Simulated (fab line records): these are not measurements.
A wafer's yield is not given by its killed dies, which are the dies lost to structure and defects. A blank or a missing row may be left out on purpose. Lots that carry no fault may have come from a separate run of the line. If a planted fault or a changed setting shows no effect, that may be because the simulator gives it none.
Problem report, 8D (eight disciplines) form, completed by code | flow sky130 | the parts of the form that need people (team, actions taken, sign-off) are left out

1. THE PROBLEM
Mean of strip-time-to-endpoint-s at SKY_DNWELL_STRIP_08: 36.11 s across 4 wafers in 3 lots; on wafers with no fault it is 36.91 s (standard deviation 0.09). Measured from the usual mean, that is -8.9 standard deviations.
The step: strips in O2/N2.
First seen on wafer L322.3, day 5 01:56, on plasma-asher-01. At this step, 37 wafers from 13 lots have a number in the record. Rule for "out", or "out of limits": more than 4 standard deviations from the usual mean. Any other wafer with a number is counted as sound.

2. WHAT IT IS; WHAT IT IS NOT
question                    | is                                                | is not
which readings at this step | strip-time-to-endpoint-s                          | drypump-motor-current-A, oes-product-au
which lots                  | L322, L324, L326                                  | L314, L315, L316, L327, L329, L330, L331, L333, L334, L337
which wafers of those lots  | L322.3, L324.2, L324.3, L326.2                    | L322.1, L326.1, L326.4
read on which tools         | plasma-asher-01, plasma-asher-03, plasma-asher-04 | -
when                        | from day 5 01:56                                  | up to then (10 sound wafers); but 23 sound wafers of L326, L327, L329, L330, L331, L333, L334, L337 came after

3. SUSPECTS, AND WHAT RULES EACH OUT
Counting: any tool at a process step up to the reading remains a suspect provided it ran every lot that is out. Sound lots after the first of them don't rule it out here, since some wafers of a struck lot are sound.
- litho-track-03 at SKY_DNWELL_COAT_02 (resist thk 3000 nm): kept. It ran every lot that is out, first L322 (day 4 16:08).
After counting, what remains is litho-track-03 at SKY_DNWELL_COAT_02.

4. THE CAUSE (what the simulator had put in)
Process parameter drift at SKY_DNWELL_COAT_02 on litho-track-03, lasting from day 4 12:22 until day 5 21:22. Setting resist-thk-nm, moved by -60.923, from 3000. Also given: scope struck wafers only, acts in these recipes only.
The count eliminated every tool but this one.

5. SEQUENCE OF EFFECTS, ordered by route
Each row: a reading whose mean over the struck wafers that have a number lies more than 3 standard deviations from the usual. Scope: only readings with a usual standard deviation given in the record; hours: median across lots of the time from each lot's start at the first step in this table that gives one to its start at this step; sigmas: change in usual standard deviations.
hours | step                | reading                  | usual   | on struck wafers | change | sigmas
0     | SKY_DNWELL_STRIP_08 | strip-time-to-endpoint-s | 36.91 s | 36.11            | -0.80  | -8.9
Here are the process steps it includes:
- SKY_DNWELL_STRIP_08: strips in O2/N2.
Later steps that measure or inspect, where all struck wafers having a row at the step show a number for every such reading and not one has moved that far: SKY_NWELL_TW_MEAS_15, SKY_VT_ADJUST_HVTP_OVL_MEAS_08, SKY_SONOS_ONO_OVL_MEAS_14.

6. WHAT WOULD HAVE CAUGHT IT SOONER
14 hours passed between the start of the fault at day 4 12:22 and the first reading out of limits in this record, taken at day 5 01:56.
An alarm limit of 4 standard deviations would not have fired on the tool readings at SKY_DNWELL_COAT_02 for which the record gives a usual standard deviation, since none of them was out on any struck wafer.
Lots out: 3; of these, L324, L326 started SKY_DNWELL_COAT_02 on litho-track-03 after day 5 01:56. A hold on the tool at that time would have spared those 2.
